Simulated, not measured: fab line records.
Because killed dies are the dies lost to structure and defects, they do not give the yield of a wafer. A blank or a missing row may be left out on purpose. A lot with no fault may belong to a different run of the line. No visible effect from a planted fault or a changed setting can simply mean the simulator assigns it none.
Struck lot and sound lot, side by side | flow sky130 | 21 out of 708 route steps
Sound: these wafers, L649.2, L649.5, L649.6. The struck wafers were L648.3, L648.5, L648.6. The cause is named last.
Per side, at each step with rows, come the tool, then ch with its chambers, and then its first start. Under that, the readings that differ: sound wafers | struck wafers | difference of the means | sigmas: that difference in standard deviations of wafers without a fault.
alike: readings with means less than 2 such deviations apart, plus words and numbers identical on both sides. not compared: withheld readings, readings lacking a value on some wafer, bounds such as >300 that could conceal the same value, and numbers that have no deviation in the record and whose values overlap.
The two part at a step that has a row with sigmas, a row that says differs or no value, or rows on one side only. Numbers that have no deviation but don't overlap get no sigmas and don't part them. A reading that every wafer of one side lacks parts them only if that side has two wafers or more.

first, 6 steps without rows for these wafers: SKY_LDD_N_IMPLANT_10; SKY_LDD_N_IMPLANT_11; SKY_LDD_N_IMPLANT_12; SKY_LDD_N_IMPLANT_13; SKY_LDD_N_IMPLANT_14; SKY_LDD_N_IMPLANT_15.
SKY_LDD_N_STRIP_16: strips in O2/N2.
  sound on plasmaAsher-02 ch 0,1, day 19 18:50; struck on plasmaAsher-02 ch 0,1, day 20 05:07
  alike: drypumpMotorCurrentA, oesProductAu, stripTimeToEndpointS
  not compared: rfHoursCounterH
SKY_LDD_N_TW_MEAS_17:
  sound: filmMetro-03 at day 19 18:56; struck: filmMetro-03 at day 20 05:12
  alike: LDD_N_TW
then, 4 steps without rows for these wafers: SKY_LDD_P_DEHYDRATE_00 (time 60 s); SKY_LDD_P_HMDS_01 (prime time 60 s); SKY_LDD_P_COAT_02 (resist thk 1152 nm); SKY_LDD_P_SOFTBAKE_03 (time 60 s).
SKY_LDD_P_EXPOSE_04: exposes mask PSDM, target cd 380 nm.
  sound on ilineStepper-01 ch 0, day 20 09:58; struck on ilineStepper-02 ch 0, day 20 20:29
reading | sound                | struck                  | difference | sigmas
mask    | PSDM#0 PSDM#0 PSDM#0 | HVNTM#0 HVNTM#0 HVNTM#0 | differs    | 
then, 2 steps without rows for these wafers: SKY_LDD_P_PEB_05; SKY_LDD_P_DEVELOP_06 (develop time 60 s).
SKY_LDD_P_CD_MEAS_07: target cd 380 nm.
  sound: cdSem-01 at day 21 00:43; struck: cdSem-01 at day 21 11:26
reading   | sound             | struck | difference                    | sigmas
cdNm (nm) | 377.5 377.3 382.4 | - - -  | no value on the struck wafers | 
SKY_LDD_P_OVL_MEAS_08:
  sound: overlay-02 at day 21 00:49; struck: overlay-01 at day 21 11:32
reading        | sound          | struck | difference                    | sigmas
LDD_P_OVL (nm) | -2.3 -2.5 -2.1 | - - -  | no value on the struck wafers | 
following that, these wafers have no rows for 1 step: SKY_LDD_P_IMPLANT_09.
SKY_LDD_P_STRIP_10: strips in O2/N2.
  sound on plasmaAsher-02 ch 0,1, day 21 01:00; struck on plasmaAsher-04 ch 0,1, day 21 11:44
  alike: drypumpMotorCurrentA, oesProductAu, stripTimeToEndpointS
  not compared: rfHoursCounterH
SKY_LDD_P_TW_MEAS_11:
  sound: filmMetro-01 at day 21 01:07; struck: filmMetro-01 at day 21 12:03
reading  | sound       | struck   | difference | sigmas
LDD_P_TW | 632 636 633 | 30 30 30 | -604       | -80
  not compared: hold
SKY_PAD_OPEN_PROBE_99:
  the record has rows for the sound wafers here (prober-02, day 47 01:49) and none for the struck ones

## WHERE THEY PART
At SKY_LDD_P_EXPOSE_04 first; at SKY_PAD_OPEN_PROBE_99 last (within this record only).

WHY: the cause the simulator had injected
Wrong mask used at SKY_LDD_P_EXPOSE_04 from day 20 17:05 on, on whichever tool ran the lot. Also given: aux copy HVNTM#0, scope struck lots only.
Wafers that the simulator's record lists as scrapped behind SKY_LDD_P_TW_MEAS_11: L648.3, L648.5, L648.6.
